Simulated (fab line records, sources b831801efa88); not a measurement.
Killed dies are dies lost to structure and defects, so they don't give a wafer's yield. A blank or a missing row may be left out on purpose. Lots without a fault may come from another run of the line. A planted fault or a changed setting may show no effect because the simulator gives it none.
Split-lot experiment | flow sky130 | 5 lots, 23 wafers read, on a route of 708 steps

THE SPLIT
At SKY_SD_N_EXPOSE_04 (exposes mask NSDM, target cd 380 nm), the setting dose_mj was moved away from the recipe's 141 on 9 of the 23 wafers read, by -2.1% to +5.2%. The other wafers ran this setting at the recipe's value.

FROM THE SPLIT TO THE READING: what the file shows between them, 2 steps
- SKY_SD_N_PEB_05
- SKY_SD_N_DEVELOP_06: develop time 60 s

THE READING
cd_nm, in nm, at SKY_SD_N_CD_MEAS_07 (target cd 380 nm). Fault-free wafers of this fab line usually give 379.8 nm, standard deviation 2.3 nm.

wafer  | tool, chamber at the split | dose_mj as run | against the recipe | cd_nm, nm | against lot-mates on the recipe
L074.1 | iline_stepper-02, 0        | 141            | recipe             | 376.8     | -
L074.2 | iline_stepper-02, 0        | 147            | +4.3%              | 389.8     | +12.0
L074.3 | iline_stepper-02, 0        | 141            | recipe             | 379.8     | -
L074.5 | iline_stepper-02, 0        | 141            | recipe             | 376.9     | -
L074.6 | iline_stepper-02, 0        | 147            | +4.3%              | 388.7     | +10.9
L075.1 | iline_stepper-01, 0        | 141            | recipe             | 379.2     | -
L075.3 | iline_stepper-01, 0        | 138.1          | -2.1%              | 375.0     | -4.8
L075.4 | iline_stepper-01, 0        | 141            | recipe             | 379.3     | -
L075.5 | iline_stepper-01, 0        | 141            | recipe             | 380.9     | -
L075.6 | iline_stepper-01, 0        | 138.1          | -2.1%              | 374.1     | -5.7
L077.1 | iline_stepper-02, 0        | 141            | recipe             | 383.9     | -
L077.2 | iline_stepper-02, 0        | 148.4          | +5.2%              | 400.3     | +16.5
L077.4 | iline_stepper-02, 0        | 148.4          | +5.2%              | 396.8     | +13.0
L077.5 | iline_stepper-02, 0        | 148.4          | +5.2%              | 398.7     | +14.9
L077.6 | iline_stepper-02, 0        | 141            | recipe             | 383.7     | -
L081.1 | iline_stepper-02, 0        | 141            | recipe             | 379.3     | -
L081.3 | iline_stepper-02, 0        | 141            | recipe             | 382.0     | -
L081.4 | iline_stepper-02, 0        | 141            | recipe             | 381.6     | -
L085.1 | iline_stepper-02, 0        | 146.4          | +3.8%              | 391.4     | +10.2
L085.2 | iline_stepper-02, 0        | 141            | recipe             | 380.9     | -
L085.3 | iline_stepper-02, 0        | 141            | recipe             | 381.0     | -
L085.4 | iline_stepper-02, 0        | 146.4          | +3.8%              | 391.8     | +10.6
L085.5 | iline_stepper-02, 0        | 141            | recipe             | 381.6     | -

THE FIT
A straight line over all 23 wafers: cd_nm changes by +3.01 nm for each +1% of dose_mj; r = +0.95; the points scatter about the line by 2.3 nm.
The same after taking each lot's own level away (the mean of its wafers on the recipe; 23 wafers): +2.75 nm for each +1%; r = +0.99; scatter 0.98 nm.
On that fit, the largest move of dose_mj shifts the reading by 14 nm.
The lots' own levels span 377.83 to 383.80 nm, that is 2.6 times the standard deviation above.
So the lot-to-lot level changes the slope little: the two slopes agree.
Check: with one of the wafers moved furthest among these (+5.2%) left out of the fit, the line predicts +14 nm for it against its lot-mates. It came out at +16.5 nm against them.

OTHER SPLITS ON THESE WAFERS
These wafers also went through other splits before the reading. Each is held against what the fit with the lots' levels taken away leaves over:
other split on the same wafers     | wafers away from the commonest value | r with cd_nm (lot level and that fit taken away)
SKY_SD_P_DEVELOP_06 develop_time_s | 6                                    | -0.13
SKY_SD_P_IMPLANT_09 dose_cm2       | 12                                   | -0.09
SKY_RES_XHIGH_IMPLANT_07 dose_cm2  | 11                                   | +0.21

THE FILE'S OWN FIT
cd_nm changes by +2.75 nm for each +1% of dose_mj, r = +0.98.
